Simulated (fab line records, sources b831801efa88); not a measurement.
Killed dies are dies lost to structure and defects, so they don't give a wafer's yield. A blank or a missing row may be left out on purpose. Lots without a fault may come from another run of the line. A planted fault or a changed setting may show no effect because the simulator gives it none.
fab line records | flow gf180mcu
record lots=12 wafers=36 last_day=34
route steps=602 shown NWELL@52 LVPWELL@63 PSD@255
lots that met no fault: from a run of the same line without faults
start_h: hours from the record's first day to the start of the lot's first wafer shown | wait_h: hours since the lot's step before | " the same as in the row above | L1.1+2: a row that stands for several wafers | - no value, or no start given | * or withheld: withheld | < > ~ a bound
route shown NAME@n: a module of which the file shows steps, and the number in the route of the first | usual: mean/standard deviation of fault-free wafers | same: alike in all rows | chamber/n: place in a boat | sites: the reading at each site | _std_site: their standard deviation | _edge_site: outer sites' mean less inner sites' | radius_mm: how far each site lies from the wafer's centre | mask NAME#n: copy n | behind: the tool/chamber that last shaped the wafer | hold: why the lot was held/for how many hours/how that ended | device: the transistor (n, p or np) that didn't switch | end of line: the same wafers' tests at the end of the route | a step without rows: its recipe alone | killed: dies lost to structure and defects at the first sort, not the wafer's yield | map: a wafer's dies, x killed, . not, _ none there
set.NAME: the setting as run; set.NAME@STEP: as run at that earlier step | model.NAME: the simulator's own value behind a step, which no gauge read
steps of the route over a sample of lots; a table a step, a row a wafer
services: from which hour (start_h, from the record's first day; less than 0 if before it) a tool's chamber was out of use, for how many hours, and why
## steps
# step GF_NWELL_STRIP_10
# recipe chemistry=O2/N2 power_w=1400 pressure_mtorr=1500 platen_temp_c=250 o2_flow_sccm=3000 n2_flow_sccm=300 overash_fraction=0.5
# usual drypump_motor_current_A=5.55/0.26 heater_power_w=331/21 oes_product_au=0.722/0.0046 strip_time_to_endpoint_s=36.88/0.11
# columns lot.wafer tool chamber start_h wait_h drypump_motor_current_A heater_power_w oes_product_au rf_hours_counter_h strip_time_to_endpoint_s
L652.2 plasma_asher-04 0 61.14 0.1 5.41 315 0.726 26 36.94
L652.4 " 0 " " 5.38 308 0.723 - 36.89
L652.5 " 0 " " 5.40 315 0.725 - 36.87
L653.1 plasma_asher-03 0 65.77 0.1 5.53 331 0.723 42 36.83
L653.2 " 1 " " 5.89 393 0.728 42 36.72
L653.3 " 1 " " 5.88 391 0.722 - 36.81
L654.1 plasma_asher-01 1 71.91 0.1 5.95 335 0.722 42 36.65
L654.3 " 1 " " 5.93 337 0.712 - 36.61
L654.5 " 1 " " 5.94 329 0.717 - 36.74
L655.2 plasma_asher-04 0 79.84 0.1 5.37 321 0.717 28 36.77
L655.5 " 1 " " 5.47 339 0.730 - 36.78
L655.6 " 0 " " 5.37 314 0.720 - 36.79
L658.1 plasma_asher-01 1 93.15 0.1 5.93 325 0.729 44 36.77
L658.2 " 0 " " 5.25 320 0.726 44 36.88
L658.6 " 1 " " 5.93 332 0.715 - 36.76
L659.1 plasma_asher-03 1 101.10 0.1 5.90 388 0.715 45 36.94
L659.3 " 1 " " 5.89 390 0.724 - 36.84
L659.5 " 0 " " 5.51 327 0.721 - 36.81
L665.1 plasma_asher-04 1 135.96 0.1 5.43 331 0.729 35 36.94
L665.3 " 0 " " 5.39 317 0.725 - 36.83
L665.6 " 1 " " 5.41 327 0.729 - 37.00
L667.2 plasma_asher-04 0 148.05 0.1 5.37 316 0.722 36 37.00
L667.3 " 1 " " 5.41 334 0.723 - 37.10
L667.6 " 0 " " 5.39 320 0.720 - 37.12
L670.2 plasma_asher-04 0 164.36 0.1 5.39 312 0.722 38 36.78
L670.3 " 1 " " 5.45 337 0.719 - 36.78
L670.4 " 0 " " 5.38 319 0.725 - 36.75
L672.1 plasma_asher-01 1 176.31 0.1 5.95 317 0.726 52 37.01
L672.2 " 0 " " 5.25 318 0.724 52 37.04
L672.3 " 1 " " 5.93 324 0.727 - 37.15
L673.1 plasma_asher-04 1 176.96 0.1 5.41 340 0.719 39 37.08
L673.2 " 0 " " 5.39 324 0.715 39 37.02
L673.3 " 1 " " 5.42 333 0.723 - 36.97
L674.1 plasma_asher-04 1 182.56 0.1 5.44 336 0.725 40 36.71
L674.5 " 0 " " 5.38 318 0.728 - 36.66
L674.6 " 1 " " 5.44 333 0.712 - 36.77
# step GF_LVPWELL_IMPLANT_09
# recipe species=B energy_kev=60 dose_cm2=5e+12 tilt_deg=0
# usual dose_ions_cm2=5.001e+12/5.7e+09 faraday_current_uA=28.2/0.57
# columns lot.wafer tool chamber start_h wait_h dose_ions_cm2 faraday_current_uA
L652.2 implanter-04 0 75.01 0.1 4.995e+12 28.0
L652.4 " 0 " " 4.998e+12 28.3
L652.5 " 0 " " 5e+12 28.4
L653.1 implanter-04 0 79.00 0.1 5.006e+12 26.9
L653.2 " 0 " " 5.007e+12 27.6
L653.3 " 0 " " 4.998e+12 28.4
L654.1 implanter-01 0 86.10 0.1 5.005e+12 27.5
L654.3 " 0 " " 5.003e+12 28.1
L654.5 " 0 " " 5e+12 28.7
L655.2 implanter-02 0 93.66 0.1 4.999e+12 27.7
L655.5 " 0 " " 5.007e+12 28.7
L655.6 " 0 " " 5.007e+12 28.3
L658.1 implanter-04 0 107.14 0.1 2.618e+12 15.0
L658.2 " 0 " " 2.618e+12 14.7
L658.6 " 0 " " 2.614e+12 15.2
L659.1 implanter-04 0 118.94 0.1 2.609e+12 14.3
L659.3 " 0 " " 2.609e+12 15.2
L659.5 " 0 " " 2.611e+12 14.8
L665.1 implanter-04 0 150.88 0.1 2.617e+12 15.0
L665.3 " 0 " " 2.613e+12 14.6
L665.6 " 0 " " 2.608e+12 14.9
L667.2 implanter-01 0 163.26 0.1 4.999e+12 28.0
L667.3 " 0 " " 5e+12 27.4
L667.6 " 0 " " 5.007e+12 27.0
L670.2 implanter-02 0 180.68 0.1 4.991e+12 28.0
L670.3 " 0 " " 4.994e+12 28.2
L670.4 " 0 " " 4.997e+12 28.7
L672.1 implanter-01 0 193.29 0.1 4.999e+12 27.8
L672.2 " 0 " " 5e+12 28.6
L672.3 " 0 " " 5.005e+12 27.9
L673.1 implanter-01 0 194.29 0.1 4.998e+12 28.8
L673.2 " 0 " " 5e+12 28.9
L673.3 " 0 " " 4.999e+12 27.6
L674.1 implanter-02 0 200.08 0.1 5e+12 29.1
L674.5 " 0 " " 5.003e+12 28.5
L674.6 " 0 " " 5.005e+12 26.6
# step GF_LVPWELL_STRIP_10
# recipe chemistry=O2/N2 power_w=1400 pressure_mtorr=1500 platen_temp_c=250 o2_flow_sccm=3000 n2_flow_sccm=300 overash_fraction=0.5
# usual drypump_motor_current_A=5.5/0.34 heater_power_w=332/13 oes_product_au=0.723/0.0043 strip_time_to_endpoint_s=36.95/0.12
# columns lot.wafer tool chamber start_h wait_h drypump_motor_current_A heater_power_w oes_product_au rf_hours_counter_h strip_time_to_endpoint_s
L652.2 plasma_asher-04 0 75.14 0.1 5.4 314 0.723 27 36.93
L652.4 " 1 " " 5.4 340 0.717 - 37.05
L652.5 " 0 " " 5.4 316 0.725 - 37.03
L653.1 plasma_asher-01 1 79.15 0.1 5.9 326 0.726 43 36.98
L653.2 " 0 " " 5.2 325 0.719 43 37.09
L653.3 " 0 " " 5.2 315 0.730 - 37.15
L654.1 plasma_asher-02 0 86.25 0.1 5.9 359 0.722 42 36.90
L654.3 " 1 " " 5.1 335 0.731 - 36.79
L654.5 " 0 " " 5.9 345 0.724 - 36.84
L655.2 plasma_asher-01 0 93.78 0.1 5.2 317 0.720 44 37.01
L655.5 " 1 " " 5.9 332 0.717 - 36.97
L655.6 " 0 " " 5.3 314 0.723 - 36.88
L658.1 plasma_asher-01 0 107.29 0.1 5.3 321 0.716 46 36.89
L658.2 " 1 " " 5.9 335 0.727 46 36.85
L658.6 " 1 " " 5.9 335 0.723 - 36.96
L659.1 plasma_asher-04 1 119.09 0.1 5.5 339 0.724 33 37.11
L659.3 " 0 " " 5.4 309 0.720 - 37.03
L659.5 " 0 " " 5.4 316 0.724 - 37.06
L665.1 plasma_asher-02 1 151.03 0.1 5.1 334 0.730 50 37.23
L665.3 " 1 " " 5.1 340 0.727 - 37.35
L665.6 " 1 " " 5.1 342 0.718 - 37.30
L667.2 plasma_asher-02 1 163.38 0.1 5.1 339 0.728 51 37.12
L667.3 " 1 " " 5.1 336 0.724 - 37.10
L667.6 " 1 " " 5.1 339 0.723 - 37.13
L670.2 plasma_asher-01 1 180.80 0.1 5.9 328 0.721 52 36.90
L670.3 " 1 " " 5.9 328 0.720 - 36.84
L670.4 " 0 " " 5.2 319 0.720 - 36.88
L672.1 plasma_asher-01 1 193.44 0.1 5.9 324 0.724 53 37.04
L672.2 " 0 " " 5.2 311 0.717 53 36.96
L672.3 " 0 " " 5.3 313 0.731 - 37.18
L673.1 plasma_asher-02 0 194.44 0.1 5.9 341 0.725 54 36.88
L673.2 " 1 " " 5.1 343 0.720 54 36.99
L673.3 " 0 " " 5.9 350 0.724 - 37.03
L674.1 plasma_asher-02 0 200.23 0.1 5.9 351 0.724 55 36.88
L674.5 " 0 " " 5.9 356 0.721 - 36.84
L674.6 " 1 " " 5.1 338 0.722 - 36.84
# step GF_LVPWELL_TW_MEAS_11
# usual LVPWELL_TW=557/5.9
# columns lot.wafer tool chamber start_h wait_h LVPWELL_TW
L652.2 film_metro-03 - 75.25 0.1 552
L652.4 " - " " 553
L652.5 " - " " 555
L653.1 film_metro-03 - 79.25 0.1 550
L653.2 " - " " 549
L653.3 " - " " 553
L654.1 film_metro-02 - 86.35 0.1 553
L654.3 " - " " 553
L654.5 " - " " 552
L655.2 film_metro-03 - 93.89 0.1 552
L655.5 " - " " 554
L655.6 " - " " 550
L658.1 film_metro-03 - 107.39 0.1 538
L658.2 " - " " 540
L658.6 " - " " 544
L659.1 film_metro-01 - 119.19 0.1 550
L659.3 " - " " 549
L659.5 " - " " 548
L665.1 film_metro-02 - 151.13 0.1 538
L665.3 " - " " 531
L665.6 " - " " 534
L667.2 film_metro-01 - 163.97 0.6 565
L667.3 " - " " 561
L667.6 " - " " 564
L670.2 film_metro-02 - 180.91 0.1 550
L670.3 " - " " 550
L670.4 " - " " 549
L672.1 film_metro-01 - 193.54 0.1 562
L672.2 " - " " 563
L672.3 " - " " 566
L673.1 film_metro-01 - 194.54 0.1 566
L673.2 " - " " 567
L673.3 " - " " 568
L674.1 film_metro-02 - 200.33 0.1 553
L674.5 " - " " 555
L674.6 " - " " 553
# step GF_VT_IMPLANT_RS_MEAS_48
# recipe thk_meas_gauge=four-point-probe
# usual LVPWELL_RS=1197.9/2.6
# columns lot.wafer tool chamber start_h wait_h LVPWELL_RS[ohm/sq]
L652.2 film_metro-01 - 163.74 0.1 1197.8
L652.4 " - " " 1200.5
L652.5 " - " " 1198.6
L653.1 film_metro-02 - 164.81 0.1 1199.7
L653.2 " - " " 1201.0
L653.3 " - " " 1195.7
L654.1 film_metro-01 - 178.23 0.1 1199.2
L654.3 " - " " 1201.6
L654.5 " - " " 1198.5
L655.2 film_metro-02 - 184.08 0.1 1198.6
L655.5 " - " " 1204.9
L655.6 " - " " 1199.3
L658.1 film_metro-01 - 200.79 0.1 1325.1
L658.2 " - " " 1320.4
L658.6 " - " " 1319.1
L659.1 film_metro-02 - 215.42 0.1 1319.3
L659.3 " - " " 1320.5
L659.5 " - " " 1327.3
L665.1 film_metro-01 - 257.34 0.1 1324.2
L665.3 " - " " 1325.0
L665.6 " - " " 1325.0
L667.2 film_metro-02 - 271.53 0.1 1195.4
L667.3 " - " " 1195.2
L667.6 " - " " 1198.9
L670.2 film_metro-01 - 291.95 0.1 1198.2
L670.3 " - " " 1198.6
L670.4 " - " " 1199.4
L672.1 film_metro-01 - 307.76 0.1 1198.4
L672.2 " - " " 1196.9
L672.3 " - " " 1200.9
L673.1 film_metro-02 - 309.44 0.1 1191.6
L673.2 " - " " 1196.2
L673.3 " - " " 1192.9
L674.1 film_metro-03 - 314.96 0.1 1200.4
L674.5 " - " " 1202.8
L674.6 " - " " 1197.3
# step GF_PSD_CD_MEAS_07
# recipe target_cd_nm=400
# usual cd_nm=400.3/2.3
# columns lot.wafer tool chamber start_h wait_h cd_nm
L652.2 cd_sem-02 - 322.15 0.2 402.4
L652.4 " - " " 400.8
L652.5 " - " " 401.1
L653.1 cd_sem-02 - 324.44 0.1 397.4
L653.2 " - " " 397.2
L653.3 " - " " 398.6
L654.1 cd_sem-02 - 340.69 0.1 397.2
L654.3 " - " " 396.9
L654.5 " - " " 397.3
L655.2 cd_sem-02 - 347.93 0.1 398.2
L655.5 " - " " 400.0
L655.6 " - " " 396.1
L658.1 cd_sem-02 - 373.69 0.1 396.7
L658.2 " - " " 399.9
L658.6 " - " " 399.4
L659.1 cd_sem-02 - 383.61 0.1 400.9
L659.3 " - " " 398.3
L659.5 " - " " 398.3
L665.1 cd_sem-01 - 443.49 0.1 402.1
L665.3 " - " " 404.5
L665.6 " - " " 405.7
L667.2 cd_sem-01 - 463.97 0.1 400.6
L667.3 " - " " 401.7
L667.6 " - " " 401.0
L670.2 cd_sem-02 - 486.03 0.1 399.3
L670.3 " - " " 397.1
L670.4 " - " " 398.9
L672.1 cd_sem-01 - 503.09 0.1 398.3
L672.2 " - " " 398.2
L672.3 " - " " 400.5
L673.1 cd_sem-01 - 506.31 0.1 399.5
L673.2 " - " " 398.5
L673.3 " - " " 399.1
L674.1 cd_sem-02 - 514.11 0.1 403.7
L674.5 " - " " 402.1
L674.6 " - " " 403.5
## services
# columns tool chamber start_h hours kind
plasma_asher-02 - 53.24 2.8 pm
implanter-01 - 91.14 2.4 repair
plasma_asher-03 - 95.90 5.1 repair
plasma_asher-01 - 101.53 3.5 repair
implanter-01 - 101.81 1.2 repair
implanter-02 - 105.95 8.9 repair
plasma_asher-03 - 108.75 9.0 pm
plasma_asher-03 0 108.75 9.0 vent_cycle
plasma_asher-03 1 108.75 9.0 vent_cycle
plasma_asher-01 - 110.18 9.5 repair
plasma_asher-03 0 117.75 - clean
plasma_asher-03 1 117.75 - clean
implanter-01 - 137.87 2.8 repair
plasma_asher-04 - 191.48 7.8 repair
## key
first_sign step=GF_LVPWELL_IMPLANT_09 reading=dose_ions_cm2 direction=down sigmas=99+ usual=5.001e+12 struck=2.613e+12
effect step=GF_LVPWELL_IMPLANT_09 reading=faraday_current_uA direction=down sigmas=23 usual=28.2 struck=14.9
effect step=GF_LVPWELL_TW_MEAS_11 reading=LVPWELL_TW direction=down sigmas=2.6 usual=557 struck=541
effect step=GF_VT_IMPLANT_RS_MEAS_48 reading=LVPWELL_RS direction=up sigmas=48 usual=1197.9 struck=1322.9
met_at GF_LVPWELL_IMPLANT_09
struck_lots L658,L659,L665
tester_left_out L658,L659,L665
not_acting_at GF_NWELL_STRIP_10,GF_LVPWELL_STRIP_10,GF_PSD_CD_MEAS_07
onset_between 79.00 107.14
fault kind=process_parameter_drift tool=implanter-04 chamber=- onset_h=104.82 steps=GF_LVPWELL_IMPLANT_09 channel=dose_cm2 offset=-2.3821e+12 shape=step end_h=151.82 acts_in=these_recipes_only stated=5e+12
# tester_left_out: of these lots the tester's yield and bins aren't shown, on N5 and GAA mostly nor the transistor test; their killed dies are dies lost to structure and defects alone, not to doping, threshold or leakage, so they don't give the yield
